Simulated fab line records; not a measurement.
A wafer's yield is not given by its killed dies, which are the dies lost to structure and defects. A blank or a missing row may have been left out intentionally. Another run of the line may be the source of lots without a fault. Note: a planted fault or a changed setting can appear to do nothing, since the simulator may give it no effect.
fab line records | flow gf180mcu | part 2 of 2: steps 31 to 42 of 42
record: lots: 5 | wafers: 15 | last-day: 33
route steps=602 shown PSD@254 NSD@262 SAB@264 SALICIDE@278 CONTACT@287
lots that met no fault: from a run of the same line without faults
start-h: hours from the record's opening day to when the first of the lot's shown wafers began | wait-h: hours elapsed since this lot's preceding step | " same as the row above | L1.1+2: several wafers, shown together as one row | - no value, or no start given | * or withheld: withheld | < > ~ a bound
route shown NAME@n: names a module that has steps shown in the file, with the first one's number in the route | usual: average and standard deviation across the fault-free wafers | same: alike in all rows | chamber/n: place in a boat | sites: per-site readings | _std_site: their standard deviation | _edge_site: inner sites' mean taken away from outer sites' mean | radius-mm: for every site, how far away it sits from the centre of the wafer | mask NAME#n: copy n | behind: the most recent tool/chamber to have shaped the wafer | hold: the reason the lot was held/the length of the hold in hours/how it ended | device: the n, p or np transistor that did not switch | end of line: tests of these same wafers at the route's end | a step with no rows: only its recipe | killed: dies that structure and defects cost at the first sort, which is not the same as the wafer's yield | map: the dies of a wafer, with x for killed, . for not killed, _ for no die there
set.NAME: the setting as run; set.NAME@STEP: as run at that earlier step | model.NAME: the simulator's own value behind a step, which no gauge read
lots at some steps of the route; a table a step, a row a wafer
services: from which hour (start-h, from the record's first day; less than 0 if before it) a tool's chamber was out of use, for how many hours, and why
== steps ==
step: GF_SALICIDE_RTA_06
recipe: temp-c: 530 | time-s: 30 | ambient: N2
usual: lamp-power-pct: 6.04/0.27 | wafer_temp_C_max: 532.5/0.96
lot.wafer | tool          | chamber | start-h | wait-h | lamp-power-pct | wafer_temp_C_max
L075.1    | rtp-anneal-01 | 0       | 362.00  | 0.1    | 5.75           | 534.4
L075.2    | "             | 0       | "       | "      | 5.75           | 533.8
L075.5    | "             | 0       | "       | "      | 5.75           | 533.9
L083.1    | rtp-anneal-02 | 0       | 422.80  | 0.1    | 6.30           | 531.7
L083.4    | "             | 0       | "       | "      | 6.28           | 531.1
L083.6    | "             | 0       | "       | "      | 6.29           | 531.9
L085.1    | rtp-anneal-01 | 0       | 435.75  | 0.1    | 5.75           | 532.4
L085.2    | "             | 0       | "       | "      | 5.75           | 533.6
L085.5    | "             | 0       | "       | "      | 5.74           | 533.2
L087.1    | rtp-anneal-01 | 0       | 451.90  | 0.1    | 5.74           | 533.7
L087.2    | "             | 0       | "       | "      | 5.75           | 534.0
L087.5    | "             | 0       | "       | "      | 5.75           | 533.5
L091.2    | rtp-anneal-01 | 0       | 488.71  | 0.1    | 5.75           | 532.9
L091.4    | "             | 0       | "       | "      | 5.75           | 533.9
L091.5    | "             | 0       | "       | "      | 5.75           | 532.7
step: GF_SALICIDE_WET_ETCH_07
recipe: chemistry: SPM | target-depth-nm: 120 | dry: n2-spin
lot.wafer  | tool         | chamber | start-h | wait-h
L075.1+2+5 | wet-bench-04 | 2       | 362.10  | 0.1
L083.1+4+6 | wet-bench-01 | 0       | 422.90  | 0.1
L085.1+2+5 | wet-bench-02 | 1       | 435.85  | 0.1
L087.1+2+5 | wet-bench-04 | 2       | 452.00  | 0.1
L091.2+4+5 | wet-bench-02 | 1       | 488.79  | 0.1
step: GF_SALICIDE_RTA_08
recipe: temp-c: 800 | time-s: 30 | ambient: N2
usual: lamp-power-pct: 16.6/0.73 | wafer_temp_C_max: 804.2/1.5
lot.wafer | tool          | chamber | start-h | wait-h | lamp-power-pct | wafer_temp_C_max
L075.1    | rtp-anneal-02 | 0       | 362.20  | 0.0    | 17.4           | 803.0
L075.2    | "             | 0       | "       | "      | 17.5           | 803.5
L075.5    | "             | 0       | "       | "      | 17.4           | 802.4
L083.1    | rtp-anneal-01 | 0       | 422.99  | 0.0    | 16.0           | 805.2
L083.4    | "             | 0       | "       | "      | 16.0           | 805.3
L083.6    | "             | 0       | "       | "      | 15.9           | 805.8
L085.1    | rtp-anneal-02 | 0       | 435.94  | 0.0    | 17.5           | 801.7
L085.2    | "             | 0       | "       | "      | 17.5           | 801.5
L085.5    | "             | 0       | "       | "      | 17.4           | 802.2
L087.1    | rtp-anneal-02 | 0       | 452.10  | 0.0    | 17.4           | 802.6
L087.2    | "             | 0       | "       | "      | 17.4           | 802.4
L087.5    | "             | 0       | "       | "      | 17.5           | 802.0
L091.2    | rtp-anneal-02 | 0       | 488.91  | 0.0    | 17.4           | 802.4
L091.4    | "             | 0       | "       | "      | 17.5           | 802.8
L091.5    | "             | 0       | "       | "      | 17.4           | 802.8
step: GF_CONTACT_CVD_00
recipe: material: SiO2 | target-thk-nm: 300 | sigma-open-frac: 0.3 | temp-c: 400 | time-s: 50 | sih4-flow-sccm: 60 | pressure-mtorr: 6
lot.wafer  | tool      | chamber | start-h | wait-h
L075.1+2+5 | hdpcvd-01 | 2,0,0   | 362.30  | 0.1
L083.1+4+6 | hdpcvd-02 | 2,1,2   | 423.09  | 0.1
L085.1+2+5 | hdpcvd-02 | 0,2,0   | 436.04  | 0.1
L087.1+2+5 | hdpcvd-01 | 1,0,2   | 452.20  | 0.1
L091.2+4+5 | hdpcvd-01 | 2,0,1   | 488.99  | 0.1
step: GF_CONTACT_THK_MEAS_01
recipe: reads: SiO2_of_CONTACT_CVD_00
usual: CONTACT_CVD_00_THK: 300/3.2
lot.wafer | tool          | chamber | start-h | wait-h | CONTACT_CVD_00_THK[nm]
L075.1    | film-metro-04 | -       | 362.34  | 0.0    | 299
L075.2    | "             | -       | "       | "      | 296
L075.5    | "             | -       | "       | "      | 297
L083.1    | film-metro-04 | -       | 423.14  | 0.0    | 305
L083.4    | "             | -       | "       | "      | 303
L083.6    | "             | -       | "       | "      | 306
L085.1    | film-metro-01 | -       | 436.08  | 0.0    | 301
L085.2    | "             | -       | "       | "      | 304
L085.5    | "             | -       | "       | "      | 298
L087.1    | film-metro-04 | -       | 452.24  | 0.0    | 301
L087.2    | "             | -       | "       | "      | 296
L087.5    | "             | -       | "       | "      | 300
L091.2    | film-metro-02 | -       | 489.05  | 0.0    | 298
L091.4    | "             | -       | "       | "      | 296
L091.5    | "             | -       | "       | "      | 297
step: GF_CONTACT_CVD_02
recipe: material: SiO2 | target-thk-nm: 860 | precursor: TEOS | temp-c: 400 | time-s: 95.992 | rf-w: 600
usual: heater-power-w: 660/81
lot.wafer | tool     | chamber | start-h | wait-h | heater-power-w
L075.1    | pecvd-04 | 0       | 362.40  | 0.1    | 547
L075.2    | "        | 2       | "       | "      | 606
L075.5    | "        | 0       | "       | "      | 611
L083.1    | pecvd-03 | 0       | 423.20  | 0.1    | 652
L083.4    | "        | 0       | "       | "      | 716
L083.6    | "        | 1       | "       | "      | 686
L085.1    | pecvd-04 | 2       | 436.14  | 0.1    | 701
L085.2    | "        | 1       | "       | "      | 676
L085.5    | "        | 2       | "       | "      | 733
L087.1    | pecvd-03 | 1       | 452.30  | 0.1    | 757
L087.2    | "        | 2       | "       | "      | 633
L087.5    | "        | 1       | "       | "      | 798
L091.2    | pecvd-04 | 1       | 489.10  | 0.0    | 578
L091.4    | "        | 0       | "       | "      | 592
L091.5    | "        | 2       | "       | "      | 693
step: GF_CONTACT_THK_MEAS_03
recipe: reads: SiO2_of_CONTACT_CVD_02
usual: CONTACT_CVD_02_THK: 865/12
lot.wafer | tool          | chamber | start-h | wait-h | CONTACT_CVD_02_THK[nm]
L075.1    | film-metro-02 | -       | 362.47  | 0.0    | 872
L075.2    | "             | -       | "       | "      | 858
L075.5    | "             | -       | "       | "      | 882
L083.1    | film-metro-04 | -       | 423.30  | 0.1    | 864
L083.4    | "             | -       | "       | "      | 875
L083.6    | "             | -       | "       | "      | 868
L085.1    | film-metro-02 | -       | 436.21  | 0.0    | 858
L085.2    | "             | -       | "       | "      | 835
L085.5    | "             | -       | "       | "      | 865
L087.1    | film-metro-01 | -       | 452.37  | 0.0    | 847
L087.2    | "             | -       | "       | "      | 844
L087.5    | "             | -       | "       | "      | 872
L091.2    | film-metro-01 | -       | 489.18  | 0.0    | 861
L091.4    | "             | -       | "       | "      | 890
L091.5    | "             | -       | "       | "      | 870
step: GF_CONTACT_CMP_04
recipe: material: SiO2 | down-force-psi: 4 | platen-rpm: 60 | pad-velocity-m-s: 0.94248
usual: motor-current-A: 11.9/1.5 | time-to-endpoint-s: 111/5.8
lot.wafer | tool   | chamber | start-h | wait-h | motor-current-A | time-to-endpoint-s
L075.1    | cmp-02 | 3       | 362.53  | 0.1    | 14.2            | 110
L075.2    | "      | 2       | "       | "      | 13.1            | 106
L075.5    | "      | 0       | "       | "      | 12.4            | 112
L083.4    | cmp-02 | 0       | 423.36  | 0.0    | 12.2            | 111
L083.1    | "      | 2       | "       | "      | 13.9            | 113
L083.6    | "      | 0       | "       | "      | 12.1            | 110
L085.1    | cmp-02 | 2       | 436.27  | 0.1    | 13.9            | 110
L085.2    | "      | 0       | "       | "      | 11.1            | 92
L085.5    | "      | 3       | "       | "      | 14.2            | 109
L087.1    | cmp-02 | 3       | 452.43  | 0.1    | 14.0            | 103
L087.2    | "      | 2       | "       | "      | 13.0            | 104
L087.5    | "      | 0       | "       | "      | 12.0            | 111
L091.4    | cmp-01 | 1       | 489.28  | 0.1    | 10.3            | 113
L091.2    | "      | 3       | "       | "      | 10.7            | 109
L091.5    | "      | 0       | "       | "      | 11.4            | 110
step: GF_CONTACT_BOW_MEAS_05
recipe: mode: bow
usual: CONTACT_BOW: 66/7.1
lot.wafer | tool          | chamber | start-h | wait-h | CONTACT_BOW[um]
L075.1    | film-metro-02 | -       | 362.83  | 0.2    | 59
L075.2    | "             | -       | "       | "      | 60
L075.5    | "             | -       | "       | "      | 69
L083.1    | film-metro-02 | -       | 423.66  | 0.1    | 61
L083.4    | "             | -       | "       | "      | 62
L083.6    | "             | -       | "       | "      | 67
L085.1    | film-metro-04 | -       | 436.57  | 0.2    | 73
L085.2    | "             | -       | "       | "      | 64
L085.5    | "             | -       | "       | "      | 74
L087.1    | film-metro-01 | -       | 452.73  | 0.2    | 57
L087.2    | "             | -       | "       | "      | 70
L087.5    | "             | -       | "       | "      | 67
L091.2    | film-metro-04 | -       | 489.55  | 0.1    | 58
L091.4    | "             | -       | "       | "      | 74
L091.5    | "             | -       | "       | "      | 67
step: GF_CONTACT_DEHYDRATE_06
recipe: temp-c: 200 | time-s: 60
lot.wafer  | tool           | chamber | start-h | wait-h
L075.1+2+5 | litho-track-04 | 0       | 372.76  | 9.9
L083.1+4+6 | litho-track-03 | 0       | 435.45  | 11.8
L085.1+2+5 | litho-track-03 | 0       | 447.95  | 11.4
L087.1+2+5 | litho-track-03 | 0       | 464.55  | 11.8
L091.2+4+5 | litho-track-02 | 0       | 500.44  | 10.9
step: GF_CONTACT_HMDS_07
recipe: prime-time-s: 60 | prime-temp-c: 120
usual: prime-temp-c: 120.01/0.13
lot.wafer | tool           | chamber | start-h | wait-h | prime-temp-c
L075.1    | litho-track-04 | 0       | 372.91  | 0.1    | 119.93
L075.2    | "              | 0       | "       | "      | 119.98
L075.5    | "              | 0       | "       | "      | 120.03
L083.1    | litho-track-03 | 0       | 435.60  | 0.1    | 119.85
L083.4    | "              | 0       | "       | "      | 119.73
L083.6    | "              | 0       | "       | "      | 119.98
L085.1    | litho-track-03 | 0       | 448.10  | 0.1    | 120.09
L085.2    | "              | 0       | "       | "      | 119.80
L085.5    | "              | 0       | "       | "      | 119.85
L087.1    | litho-track-03 | 0       | 464.70  | 0.1    | 119.90
L087.2    | "              | 0       | "       | "      | 119.94
L087.5    | "              | 0       | "       | "      | 120.16
L091.2    | litho-track-02 | 0       | 500.59  | 0.1    | 120.11
L091.4    | "              | 0       | "       | "      | 119.95
L091.5    | "              | 0       | "       | "      | 120.02
step: GF_CONTACT_COAT_08
recipe: resist: BARC | temp-c: withheld | time-s: withheld | spin-rpm: withheld | resist-thk-nm: withheld
lot.wafer  | tool           | chamber | start-h | wait-h
L075.1+2+5 | litho-track-04 | 0       | 373.06  | 0.1
L083.1+4+6 | litho-track-03 | 0       | 435.75  | 0.1
L085.1+2+5 | litho-track-03 | 0       | 448.25  | 0.1
L087.1+2+5 | litho-track-03 | 0       | 464.85  | 0.1
L091.2+4+5 | litho-track-02 | 0       | 500.74  | 0.1
== services ==
tool             | chamber | start-h | hours | kind
pecvd-02         | -       | 318.56  | 1.1   | repair
pecvd-04         | 1       | 318.97  | 10.4  | repair
wet-bench-04     | -       | 326.29  | 1.9   | pm
cmp-02           | -       | 327.56  | 0.9   | repair
rie-diel-04      | 0       | 330.26  | 11.3  | repair
rie-diel-01      | 3       | 336.44  | 2.8   | repair
pecvd-04         | 1       | 337.32  | 8.4   | repair
hdpcvd-01        | -       | 342.71  | 6.0   | pm
cmp-02           | -       | 346.11  | 0.3   | repair
pecvd-04         | -       | 348.18  | 6.0   | pm
hdpcvd-01        | -       | 353.03  | 2.8   | pm
pecvd-02         | -       | 379.48  | 0.8   | repair
pecvd-03         | 2       | 402.27  | 22.6  | repair
pecvd-03         | 0       | 411.36  | 9.4   | repair
plasma-asher-04  | -       | 434.84  | 2.8   | pm
cmp-02           | -       | 439.98  | 1.4   | repair
cmp-02           | -       | 441.13  | 1.2   | repair
pecvd-03         | -       | 450.92  | 1.2   | repair
rtp-anneal-02    | -       | 455.08  | 4.1   | pm
wet-bench-02     | -       | 455.88  | 7.9   | repair
cmp-02           | -       | 456.91  | 15.7  | pm
pecvd-02         | 1       | 459.09  | 12.7  | repair
pecvd-03         | -       | 468.19  | 0.7   | repair
iline-stepper-02 | -       | 488.71  | 1.7   | pm
